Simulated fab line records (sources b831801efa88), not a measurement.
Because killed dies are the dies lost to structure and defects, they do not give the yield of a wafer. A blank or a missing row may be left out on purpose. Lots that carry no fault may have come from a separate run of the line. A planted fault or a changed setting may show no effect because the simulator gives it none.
Chamber matching + flow gf180mcu + GF_STI_ETCH_13 on rie-diel-02: 4 sister chambers
The step etches the open film in CHF3/O2, stops on Si, target depth 282.31 nm, time 112.9 s. 8 wafers are shown with their chamber, then 7 later ones without.

## WAFERS, EACH WITH ITS CHAMBER
| wafer  | chamber | drypump-motor-current-A (A) | oes-product-au (a.u.) |
|--------|---------|-----------------------------|-----------------------|
| L533.3 | 1       | 5.0                         | 0.835                 |
| L536.3 | 1       | 5.0                         | 0.834                 |
| L536.5 | 0       | 6.4                         | 0.828                 |
| L537.1 | 0       | 6.4                         | 0.838                 |
| L537.2 | 2       | 5.4                         | 0.833                 |
| L537.4 | 3       | 6.0                         | 0.838                 |
| L539.2 | 3       | 6.0                         | 0.844                 |
| L539.4 | 2       | 5.3                         | 0.843                 |

## WAFERS WITH NO CHAMBER GIVEN
| wafer  | drypump-motor-current-A (A) | oes-product-au (a.u.) |
|--------|-----------------------------|-----------------------|
| L539.6 | 5.4                         | 0.840                 |
| L547.1 | 5.0                         | 0.834                 |
| L547.3 | 5.3                         | 0.838                 |
| L547.4 | 6.4                         | 0.847                 |
| L548.1 | 6.0                         | 0.838                 |
| L548.2 | 5.4                         | 0.838                 |
| L548.5 | 6.0                         | 0.832                 |

## WHICH CHAMBER EACH ONE RAN IN
| wafer  | from the rows above | in truth |
|--------|---------------------|----------|
| L539.6 | 2                   | 2        |
| L547.1 | 1                   | 1        |
| L547.3 | 2                   | 2        |
| L547.4 | 0                   | 0        |
| L548.1 | 3                   | 3        |
| L548.2 | 2                   | 2        |
| L548.5 | 3                   | 3        |
7 of 7 placed correctly. Left unplaced by these rows: 0. Placed wrongly: 0.
How it was worked out, from the rows above alone: a wafer's distance from a chamber is the root of the sum, over the readings, of the square of ((its reading less the chamber's mean) divided by the reading's scatter). If the next closest chamber is less than 2 further off than the closest, the wafer can't be placed; otherwise it belongs to the closest. For every chamber, the mean is computed from those of its wafers that are shown. The scatter: the root of (the sum of the squares of (reading less its chamber's mean) over the shown wafers, divided by (wafers less chambers)).
